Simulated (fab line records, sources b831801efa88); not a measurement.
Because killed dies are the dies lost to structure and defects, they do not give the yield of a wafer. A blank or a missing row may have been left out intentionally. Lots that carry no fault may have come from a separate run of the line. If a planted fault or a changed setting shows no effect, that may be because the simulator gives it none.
2 desks looking at one fault / flow sky130 / each desk holds nothing but its own numbers, with what lay behind them at the end

AT THE METROLOGY DESK
What the gauges read for every lot (on any tool): the sampled wafers with a number, averaged. If a lot's mean is further than 4 standard deviations from the usual mean, the lot is out of limits and carries the mark OUT (the distance appears in the brackets).
Columns: A = PWDE_OVL at SKY_PWDE_OVL_MEAS_07, usual -0.3 nm; B = NWELL_TW at SKY_NWELL_TW_MEAS_15, usual 1810; C = NWELL_RS at SKY_NWELL_RS_MEAS_29, usual 624.7 ohm/sq
lot=L791; first seen here=day 4 05:34; A=-0.0; B=1803; C=624.9
lot=L792; first seen here=day 4 11:22; A=-2.4; B=1816; C=625.7
lot=L795; first seen here=day 5 05:41; A=0.8; B=1790; C=627.5
lot=L796; first seen here=day 5 11:18; A=0.4; B=1821; C=623.1
lot=L802; first seen here=day 6 21:25; A=2.9; B=1762; C=660.5 (+28) OUT
lot=L803; first seen here=day 7 03:00; A=-1.4; B=1771; C=660.9 (+28) OUT
lot=L804; first seen here=day 7 05:33; A=-0.3; B=1760 (-4.2) OUT; C=660.9 (+28) OUT
lot=L805; first seen here=day 7 14:56; A=-0.9; B=1816; C=624.1
lot=L806; first seen here=day 7 22:54; A=0.6; B=1808; C=623.5
lot=L810; first seen here=day 8 23:49; A=-0.1; B=1813; C=625.2
lot=L812; first seen here=day 9 08:29; A=1.8; B=1825; C=625.1
This desk finds L802, L803, L804 out of limits, with the earliest case on L804 at day 8 03:35 (NWELL_TW at SKY_NWELL_TW_MEAS_15). L791, L792, L795, L796, L805, L806, L810, L812 stayed within limits.

TOOL OWNER'S DESK, implanter-04
SKY_NWELL_IMPLANT_11, tool's own readings: per-lot mean of the sampled wafers with a number, covering each lot this tool ran. If a lot's mean is further than 4 standard deviations from the usual mean, the lot is out of limits and carries the mark OUT (the distance appears in the brackets).
Columns: A = beam_energy_keV at SKY_NWELL_IMPLANT_11, usual 400.00; B = dose_ions_cm2 at SKY_NWELL_IMPLANT_11, usual 1.9e+13; C = faraday_current_uA at SKY_NWELL_IMPLANT_11, usual 107.2
lot=L791; first seen here=day 4 22:57; A=400.01; B=1.9e+13; C=106.1
lot=L795; first seen here=day 6 00:17; A=399.92; B=1.9e+13; C=105.5
lot=L796; first seen here=day 6 05:38; A=400.15; B=1.9e+13; C=108.4
lot=L802; first seen here=day 7 17:40; A=320.03 (-99 or more) OUT; B=1.9e+13; C=107.7
lot=L803; first seen here=day 7 23:44; A=320.00 (-99 or more) OUT; B=1.9e+13; C=107.9
lot=L804; first seen here=day 8 03:02; A=320.10 (-99 or more) OUT; B=1.9e+13; C=107.0
This desk finds L802, L803, L804 out of limits, L802 being first, at day 7 17:40 (beam_energy_keV at SKY_NWELL_IMPLANT_11). L791, L795, L796 stayed within limits.

TAKEN TOGETHER
At day 7 17:40, on L802, L803, L804, the tool owner's desk was in a position to raise an alarm.
On L802, L803, L804, the metrology desk was in a position to raise an alarm at day 8 03:35.
SKY_NWELL_IMPLANT_11 was run on implanter-04 by each of the lots named.

WHAT THE SIMULATOR PUT IN
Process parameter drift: implanter-04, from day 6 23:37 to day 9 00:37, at SKY_NWELL_IMPLANT_11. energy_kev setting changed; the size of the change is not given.
Shown lots that were struck: L802, L803, L804.
Delay (hours) between the fault's onset and each desk's first out-of-limits reading: 18 at the tool owner's desk, 28 at the metrology desk.
